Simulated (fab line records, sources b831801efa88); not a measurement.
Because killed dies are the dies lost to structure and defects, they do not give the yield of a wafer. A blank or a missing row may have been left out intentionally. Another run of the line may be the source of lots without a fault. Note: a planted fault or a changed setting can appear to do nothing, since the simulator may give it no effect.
Which of the tools did it? ; flow sky130 ; 13 lots, 39 wafers sampled, at 4 steps of a route of 708

## WHAT EACH GAUGE READ, for each wafer
SKY_VIA4_OVL_MEAS_11.
lot;measured;on;VIA4_OVL (nm)
L268;day 43 08:23;overlay-01;-1.2 0.1 -2.0
L269;day 43 08:34;overlay-01;0.4 1.6 1.1
L270;day 44 05:17;overlay-01;0.2 1.1 1.4
L272;day 44 14:08;overlay-01;0.3 -0.3 -1.0
L273;day 44 12:44;overlay-01;-0.7 1.6 0.7
L274;day 44 20:38;overlay-02;2.5 -0.1 2.2
L275;day 44 23:53;overlay-02;-0.9 1.3 -1.3
L277;day 45 11:26;overlay-02;0.2 -0.1 0.9
L278;day 45 17:38;overlay-01;-0.8 -1.3 -0.4
L279;day 46 03:19;overlay-01;1.0 0.2 -1.2
L280;day 46 00:48;overlay-01;2.3 1.3 0.6
L281;day 46 03:36;overlay-01;2.1 2.1 -0.2
L288;day 48 07:32;overlay-01;1.5 1.7 2.0

SKY_PAD_OPEN_BOW_MEAS_13.
lot;measured;on;PAD_OPEN_BOW (um)
L268;day 46 05:07;filmMetro-03;66 63 67
L269;day 46 08:14;filmMetro-03;61 61 58
L270;day 47 02:59;filmMetro-03;47 48 49
L272;day 47 08:42;filmMetro-01;43 55 36
L273;day 47 07:26;filmMetro-03;45 41 28
L274;day 47 14:32;filmMetro-03;50 47 56
L275;day 47 17:14;filmMetro-04;42 53 55
L277;day 48 03:04;filmMetro-04;43 58 45
L278;day 48 10:28;filmMetro-01;50 53 39
L279;day 48 19:04;filmMetro-01;34 39 32
L280;day 48 16:17;filmMetro-01;61 56 60
L281;day 48 20:05;filmMetro-01;52 53 45
L288;day 50 14:24;filmMetro-01;52 68 56

## WHICH TOOL RAN EACH LOT (tool, then ch and the chambers of the sampled wafers, then the start)
lot;SKY_FIELD_ISO_WET_ETCH_21;SKY_PAD_OPEN_ETCH_07
L268;wetBench-02 ch 2, day 2 12:05;rieDiel-03 ch 0,2,3, day 46 02:53
L269;wetBench-03 ch 1, day 2 15:26;rieDiel-03 ch 0,1,3, day 46 05:59
L270;wetBench-02 ch 0, day 2 23:58;rieDiel-02 ch 0,3, day 46 23:53
L272;wetBench-02 ch 3, day 3 11:01;rieDiel-03 ch 2,3, day 47 06:18
L273;wetBench-02 ch 1, day 3 15:43;rieDiel-03 ch 0,1, day 47 05:09
L274;wetBench-03 ch 2, day 3 17:15;rieDiel-02 ch 1,2,3, day 47 12:15
L275;wetBench-03 ch 1, day 3 23:53;rieDiel-01 ch 0,1,2, day 47 14:38
L277;wetBench-02 ch 2, day 4 11:11;rieDiel-01 ch 0,1,2, day 48 00:50
L278;wetBench-03 ch 1, day 4 15:00;rieDiel-03 ch 0,2,3, day 48 08:17
L279;wetBench-03 ch 1, day 4 19:28;rieDiel-02 ch 1,2,3, day 48 16:47
L280;wetBench-02 ch 1, day 4 23:47;rieDiel-03 ch 0,1,2, day 48 14:03
L281;wetBench-02 ch 0, day 5 05:02;rieDiel-02 ch 1,2, day 48 17:48
L288;wetBench-03 ch 1, day 6 18:46;rieDiel-01 ch 1,2, day 50 12:12
- SKY_FIELD_ISO_WET_ETCH_21: etches SiO2 in dHF, target depth 20 nm, time 400 s.
- SKY_PAD_OPEN_ETCH_07: etches the open film in CF4/O2, stops on AlCu, target depth 725 nm, time 161.1 s.

## AS READ BY THE TOOLS THEMSELVES (means over the sampled wafers that have a number; for cases with no such wafer, the mark the record gives instead)
SKY_PAD_OPEN_ETCH_07.
lot;tool;drypumpMotorCurrentA (A);oesProductAu (a.u.);throttleValvePct (%)
L268;rieDiel-03;5.7;0.978;5.957
L269;rieDiel-03;5.6;0.982;5.966
L270;rieDiel-02;6.2;0.973;5.961
L272;rieDiel-03;5.6;0.974;5.964
L273;rieDiel-03;5.2;0.982;5.961
L274;rieDiel-02;6.2;0.986;5.966
L275;rieDiel-01;5.8;0.973;5.967
L277;rieDiel-01;5.8;0.976;5.967
L278;rieDiel-03;5.8;0.981;5.959
L279;rieDiel-02;6.2;0.981;5.961
L280;rieDiel-03;5.3;0.979;5.973
L281;rieDiel-02;6.1;0.973;5.966
L288;rieDiel-01;5.5;0.972;5.962

## THE ANSWER, worked out from the rows above alone
Rule: what is usual is taken from the lots themselves. The widest of any qualifying gaps counts: lots, ordered by their means at a reading, are off when they make up no more than a third of the lots, leave a main group of 4 or more, and stand apart from it by 3 or more times the standard deviation of that group's means. A main group whose means are all the same, to the digits that the tables above print for the reading, isn't used. Also off: a lot with no number at a reading for which 4 or more lots have one. Where the step has rows for the other lots, those lots are counted as sound. Order of review: gauges by route order, followed by the tools' own readings, for which a lot's mean as printed above is used. The first step at which some lot is off is used, and at that step the reading that is off furthest; a lot without a number counts as furthest.
None of the lots is off at any reading shown; this tells nothing.

## WHAT WAS PUT IN BY THE SIMULATOR
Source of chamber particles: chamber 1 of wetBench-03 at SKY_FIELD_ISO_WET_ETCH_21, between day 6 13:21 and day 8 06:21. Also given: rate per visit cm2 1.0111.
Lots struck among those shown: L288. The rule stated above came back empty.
